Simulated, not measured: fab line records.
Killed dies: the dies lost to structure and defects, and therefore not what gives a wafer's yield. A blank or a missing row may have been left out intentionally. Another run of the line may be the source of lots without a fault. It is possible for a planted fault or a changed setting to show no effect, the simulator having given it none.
Which tool is to blame?    flow sky130    Sampling: 6 lots, 18 wafers, 2 of 708 route steps

WHAT THE GAUGES READ, wafer by wafer
SKY_METAL2_THK_MEAS_06: measures by xrf.
lot   measured      on             METAL2_ALCU_THK (nm)
L296  day 34 16:09  film metro-01  248 250 252
L298  day 35 10:46  film metro-04  249 248 249
L300  day 36 04:02  film metro-02  249 247 248
L306  day 38 05:12  film metro-01  251 251 243
L312  day 39 14:41  film metro-01  243 243 250
L314  day 40 05:34  film metro-01  255 253 253

EACH LOT AND THE TOOL THAT RAN IT (in order: tool; ch and the chambers of the sampled wafers; start)
lot   SKY_LI_CONTACT_CMP_24
L296  cmp-01 ch 0,1,3, day 29 19:28
L298  cmp-02 ch 0,1,3, day 30 15:16
L300  cmp-01 ch 0,1,3, day 31 10:02
L306  cmp-02 ch 0,2,3, day 33 11:55
L312  cmp-01 ch 0,1,3, day 35 00:53
L314  cmp-01 ch 1,2,3, day 35 14:41
- SKY_LI_CONTACT_CMP_24: polishes, stops on PSG, t overpolish 20 s, target thk 0 nm.

THE ANSWER, worked out from the rows above alone
Rule: what is usual is taken from the lots themselves. Put in order of their means at a reading, lots are off if they are a third of the lots or fewer, leave a main group of 4 or more, and stand apart from it by a gap of 3 or more times the standard deviation of the main group's means; of several such gaps the widest counts. If all means in a main group match to the digits the tables above print for the reading, that group is not used. Also off: a lot with no number at a reading for which 4 or more lots have one. The other lots that the step has rows for count as sound.
Nothing can be told from this: no lot is off at any reading shown.

WHAT THE SIMULATOR PUT IN
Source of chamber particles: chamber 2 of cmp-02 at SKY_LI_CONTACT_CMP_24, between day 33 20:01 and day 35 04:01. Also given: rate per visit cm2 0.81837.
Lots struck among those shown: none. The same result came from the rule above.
